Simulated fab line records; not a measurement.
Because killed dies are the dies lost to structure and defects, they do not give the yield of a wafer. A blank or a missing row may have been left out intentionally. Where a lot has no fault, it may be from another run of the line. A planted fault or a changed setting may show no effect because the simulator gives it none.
fab line records + flow sky130
record
- lots=11
- wafers=33
- lastDay=49
route steps=708 shown SD_N@346 LI_CONTACT@365
lots untouched by any fault: they come from a run of this same line in which no faults occurred
startH: start of the lot's first displayed wafer, in hours after the record's first day + waitH: hours elapsed since this lot's preceding step + " same as the row above + L1.1+2: several wafers, shown together as one row + - either no value or no given start + * or withheld: withheld + < > ~ a bound
route shown NAME@n: a module of which the file shows steps, and the number in the route of the first + usual: mean and standard deviation over wafers with no fault + same: alike in all rows + chamber/n: place in a boat + sites: per-site readings + _std_site: standard deviation of those values + _edge_site: the outer-site mean with the inner-site mean subtracted + radiusMm: for every site, how far away it sits from the centre of the wafer + mask NAME#n: copy n + behind: tool/chamber where the wafer was last shaped + hold: cause of the lot's hold/its duration in hours/its outcome + device: the transistor (n, p or np) that didn't switch + end of line: at the end of the route, the tests of the same wafers + step lacking rows: just its recipe + killed: the dies lost at the first sort to structure and to defects; this is not the yield of the wafer + map: shows each die of a wafer: x if killed, . if not, _ if none is there
set.NAME: the setting as run; set.NAME@STEP: as run at that earlier step + model.NAME: the simulator's own value behind a step, which no gauge read
steps of the route over a sample of lots; a table a step, a row a wafer
services: when a tool's chamber went out of use (startH, in hours from the record's first day, below 0 if earlier), for how many hours, and the reason
## steps
# step SKY_SD_N_EXPOSE_04
# recipe
- maskId=NSDM
- na=0.6
- sourceShape=conventional
- sigmaOuter=0.6
- polarization=unpolarized
- targetCdNm=380
- doseMj=141
| lot.wafer  | tool            | chamber | startH | waitH | mask   |
|------------|-----------------|---------|--------|-------|--------|
| L796.1+4+5 | ilineStepper-02 | 0       | 626.57 | -     | NSDM#0 |
| L797.1+3+4 | ilineStepper-01 | 0       | 644.36 | -     | NSDM#0 |
| L798.1+3+6 | ilineStepper-02 | 0       | 649.85 | -     | NSDM#0 |
| L801.1+2+4 | ilineStepper-02 | 0       | 675.52 | -     | NSDM#0 |
| L802.1+3+4 | ilineStepper-01 | 0       | 689.31 | -     | NSDM#0 |
| L805.1+3+5 | ilineStepper-01 | 0       | 706.06 | -     | NSDM#0 |
| L810.1+3+6 | ilineStepper-02 | 0       | 744.08 | -     | NSDM#0 |
| L811.1+3+5 | ilineStepper-02 | 0       | 755.92 | -     | NSDM#0 |
| L812.1+2+5 | ilineStepper-02 | 0       | 762.42 | -     | NSDM#0 |
| L814.1+2+5 | ilineStepper-02 | 0       | 772.36 | -     | NSDM#0 |
| L816.3+4+5 | ilineStepper-02 | 0       | 795.52 | -     | NSDM#0 |
# step SKY_SD_N_OVL_MEAS_08
# usual
- SD_N_OVL=0.2/1.4
| lot.wafer | tool       | chamber | startH | waitH | SD_N_OVL[nm] |
|-----------|------------|---------|--------|-------|--------------|
| L796.1    | overlay-02 | -       | 641.03 | 0.1   | 0.8          |
| L796.4    | "          | -       | "      | "     | 0.3          |
| L796.5    | "          | -       | "      | "     | 0.5          |
| L797.1    | overlay-02 | -       | 658.90 | 0.1   | 1.5          |
| L797.3    | "          | -       | "      | "     | 1.1          |
| L797.4    | "          | -       | "      | "     | -0.5         |
| L798.1    | overlay-02 | -       | 664.35 | 0.1   | -2.3         |
| L798.3    | "          | -       | "      | "     | -1.9         |
| L798.6    | "          | -       | "      | "     | -1.8         |
| L801.1    | overlay-02 | -       | 690.24 | 0.1   | -0.4         |
| L801.2    | "          | -       | "      | "     | -0.4         |
| L801.4    | "          | -       | "      | "     | 1.5          |
| L802.1    | overlay-01 | -       | 703.00 | 0.1   | 60.1         |
| L802.3    | "          | -       | "      | "     | 59.0         |
| L802.4    | "          | -       | "      | "     | 57.6         |
| L805.1    | overlay-02 | -       | 720.45 | 0.1   | 59.7         |
| L805.3    | "          | -       | "      | "     | 60.5         |
| L805.5    | "          | -       | "      | "     | 60.5         |
| L810.1    | overlay-01 | -       | 757.80 | 0.1   | -1.1         |
| L810.3    | "          | -       | "      | "     | 0.2          |
| L810.6    | "          | -       | "      | "     | -0.6         |
| L811.1    | overlay-02 | -       | 769.10 | 0.1   | 1.1          |
| L811.3    | "          | -       | "      | "     | 0.5          |
| L811.5    | "          | -       | "      | "     | 0.0          |
| L812.1    | overlay-02 | -       | 775.65 | 0.1   | 1.1          |
| L812.2    | "          | -       | "      | "     | 0.9          |
| L812.5    | "          | -       | "      | "     | 0.1          |
| L814.1    | overlay-02 | -       | 785.78 | 0.1   | -0.6         |
| L814.2    | "          | -       | "      | "     | 1.0          |
| L814.5    | "          | -       | "      | "     | 0.0          |
| L816.3    | overlay-01 | -       | 809.40 | 0.1   | 0.0          |
| L816.4    | "          | -       | "      | "     | 0.3          |
| L816.5    | "          | -       | "      | "     | -1.6         |
# step SKY_SD_N_RS_MEAS_16
# recipe
- thkMeasGauge=four-point-probe
# usual
- SD_N_RS=68.58/0.11
| lot.wafer | tool         | chamber | startH | waitH | SD_N_RS[ohm/sq] |
|-----------|--------------|---------|--------|-------|-----------------|
| L796.1    | filmMetro-01 | -       | 641.75 | 0.1   | 68.75           |
| L796.4    | "            | -       | "      | "     | 68.77           |
| L796.5    | "            | -       | "      | "     | 68.62           |
| L797.1    | filmMetro-01 | -       | 659.63 | 0.1   | 68.49           |
| L797.3    | "            | -       | "      | "     | 68.73           |
| L797.4    | "            | -       | "      | "     | 68.75           |
| L798.1    | filmMetro-01 | -       | 665.08 | 0.1   | 68.48           |
| L798.3    | "            | -       | "      | "     | 68.40           |
| L798.6    | "            | -       | "      | "     | 68.45           |
| L801.1    | filmMetro-03 | -       | 690.96 | 0.1   | 68.70           |
| L801.2    | "            | -       | "      | "     | 68.70           |
| L801.4    | "            | -       | "      | "     | 68.55           |
| L802.1    | filmMetro-04 | -       | 703.72 | 0.1   | 68.37           |
| L802.3    | "            | -       | "      | "     | 68.54           |
| L802.4    | "            | -       | "      | "     | 68.51           |
| L805.1    | filmMetro-01 | -       | 721.17 | 0.1   | 68.52           |
| L805.3    | "            | -       | "      | "     | 68.57           |
| L805.5    | "            | -       | "      | "     | 68.35           |
| L810.1    | filmMetro-03 | -       | 758.53 | 0.1   | 68.61           |
| L810.3    | "            | -       | "      | "     | 68.53           |
| L810.6    | "            | -       | "      | "     | 68.65           |
| L811.1    | filmMetro-04 | -       | 769.83 | 0.1   | 68.44           |
| L811.3    | "            | -       | "      | "     | 68.49           |
| L811.5    | "            | -       | "      | "     | 68.52           |
| L812.1    | filmMetro-04 | -       | 776.38 | 0.1   | 68.41           |
| L812.2    | "            | -       | "      | "     | 68.58           |
| L812.5    | "            | -       | "      | "     | 68.39           |
| L814.1    | filmMetro-01 | -       | 786.55 | 0.1   | 68.49           |
| L814.2    | "            | -       | "      | "     | 68.44           |
| L814.5    | "            | -       | "      | "     | 68.47           |
| L816.3    | filmMetro-03 | -       | 810.15 | 0.1   | 68.51           |
| L816.4    | "            | -       | "      | "     | 68.68           |
| L816.5    | "            | -       | "      | "     | 68.60           |
# step SKY_LI_CONTACT_BOW_MEAS_03
# recipe
- mode=bow
# usual
- LI_CONTACT_BOW=55/7.2
| lot.wafer | tool         | chamber | startH | waitH | LI_CONTACT_BOW[um] |
|-----------|--------------|---------|--------|-------|--------------------|
| L796.1    | filmMetro-01 | -       | 642.59 | 0.1   | 60                 |
| L796.4    | "            | -       | "      | "     | 65                 |
| L796.5    | "            | -       | "      | "     | 45                 |
| L797.1    | filmMetro-01 | -       | 660.47 | 0.2   | 51                 |
| L797.3    | "            | -       | "      | "     | 52                 |
| L797.4    | "            | -       | "      | "     | 50                 |
| L798.1    | filmMetro-04 | -       | 666.32 | 0.1   | 57                 |
| L798.3    | "            | -       | "      | "     | 41                 |
| L798.6    | "            | -       | "      | "     | 60                 |
| L801.1    | filmMetro-01 | -       | 691.80 | 0.2   | 51                 |
| L801.2    | "            | -       | "      | "     | 61                 |
| L801.4    | "            | -       | "      | "     | 64                 |
| L802.1    | filmMetro-04 | -       | 704.61 | 0.1   | 63                 |
| L802.3    | "            | -       | "      | "     | 63                 |
| L802.4    | "            | -       | "      | "     | 56                 |
| L805.1    | filmMetro-01 | -       | 722.01 | 0.2   | 61                 |
| L805.3    | "            | -       | "      | "     | 46                 |
| L805.5    | "            | -       | "      | "     | 64                 |
| L810.1    | filmMetro-03 | -       | 759.38 | 0.1   | 63                 |
| L810.3    | "            | -       | "      | "     | 56                 |
| L810.6    | "            | -       | "      | "     | 61                 |
| L811.1    | filmMetro-04 | -       | 770.67 | 0.1   | 57                 |
| L811.3    | "            | -       | "      | "     | 44                 |
| L811.5    | "            | -       | "      | "     | 54                 |
| L812.1    | filmMetro-03 | -       | 777.22 | 0.2   | 48                 |
| L812.2    | "            | -       | "      | "     | 52                 |
| L812.5    | "            | -       | "      | "     | 58                 |
| L814.1    | filmMetro-01 | -       | 787.43 | 0.2   | 53                 |
| L814.2    | "            | -       | "      | "     | 57                 |
| L814.5    | "            | -       | "      | "     | 61                 |
| L816.3    | filmMetro-01 | -       | 810.99 | 0.3   | 58                 |
| L816.4    | "            | -       | "      | "     | 67                 |
| L816.5    | "            | -       | "      | "     | 56                 |
# step SKY_LI_CONTACT_CD_MEAS_12
# recipe
- targetCdNm=170
# usual
- cdNm=170.4/1.8
| lot.wafer | tool     | chamber | startH | waitH | cdNm  |
|-----------|----------|---------|--------|-------|-------|
| L796.1    | cdSem-01 | -       | 671.11 | -     | 170.7 |
| L796.4    | "        | -       | "      | "     | 169.6 |
| L796.5    | "        | -       | "      | "     | 171.1 |
| L797.1    | cdSem-02 | -       | 688.92 | -     | 169.8 |
| L797.3    | "        | -       | "      | "     | 170.4 |
| L797.4    | "        | -       | "      | "     | 169.9 |
| L798.1    | cdSem-02 | -       | 694.93 | -     | 169.1 |
| L798.3    | "        | -       | "      | "     | 169.4 |
| L798.6    | "        | -       | "      | "     | 169.8 |
| L801.1    | cdSem-01 | -       | 719.21 | -     | 168.5 |
| L801.2    | "        | -       | "      | "     | 167.6 |
| L801.4    | "        | -       | "      | "     | 168.0 |
| L802.1    | cdSem-01 | -       | 732.23 | -     | 172.2 |
| L802.3    | "        | -       | "      | "     | 173.1 |
| L802.4    | "        | -       | "      | "     | 173.3 |
| L805.1    | cdSem-02 | -       | 749.13 | -     | 169.6 |
| L805.3    | "        | -       | "      | "     | 170.3 |
| L805.5    | "        | -       | "      | "     | 170.0 |
| L810.1    | cdSem-02 | -       | 786.28 | -     | 170.9 |
| L810.3    | "        | -       | "      | "     | 170.0 |
| L810.6    | "        | -       | "      | "     | 170.4 |
| L811.1    | cdSem-01 | -       | 797.11 | -     | 170.4 |
| L811.3    | "        | -       | "      | "     | 170.6 |
| L811.5    | "        | -       | "      | "     | 171.0 |
| L812.1    | cdSem-02 | -       | 803.92 | -     | 170.2 |
| L812.2    | "        | -       | "      | "     | 170.2 |
| L812.5    | "        | -       | "      | "     | 170.0 |
| L814.1    | cdSem-02 | -       | 813.82 | -     | 172.4 |
| L814.2    | "        | -       | "      | "     | 171.5 |
| L814.5    | "        | -       | "      | "     | 172.7 |
| L816.3    | cdSem-02 | -       | 836.45 | -     | 170.6 |
| L816.4    | "        | -       | "      | "     | 172.6 |
| L816.5    | "        | -       | "      | "     | 169.7 |
## services
| tool            | chamber | startH | hours | kind |
|-----------------|---------|--------|-------|------|
| ilineStepper-02 | -       | 768.92 | 1.7   | pm   |
## key
firstSign
- step=SKY_SD_N_OVL_MEAS_08
- reading=SD_N_OVL
- direction=up
- sigmas=43
- usual=0.2
- struck=59.6
effect none on later readings
metAt SKY_SD_N_EXPOSE_04
struckLots L802,L805
testerLeftOut L802,L805
notActingAt SKY_SD_N_RS_MEAS_16,SKY_LI_CONTACT_BOW_MEAS_03,SKY_LI_CONTACT_CD_MEAS_12
onsetBetween 644.36 689.31
fault
- kind=scannerMatchingOverlay
- tool=ilineStepper-01
- chamber=-
- onsetH=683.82
- steps=SKY_SD_N_EXPOSE_04
- offset=58.885
# testerLeftOut: of these lots the tester's yield and bins aren't shown, on N5 and GAA mostly nor the transistor test; their killed dies are dies lost to structure and defects alone, not to doping, threshold or leakage, so they don't give the yield
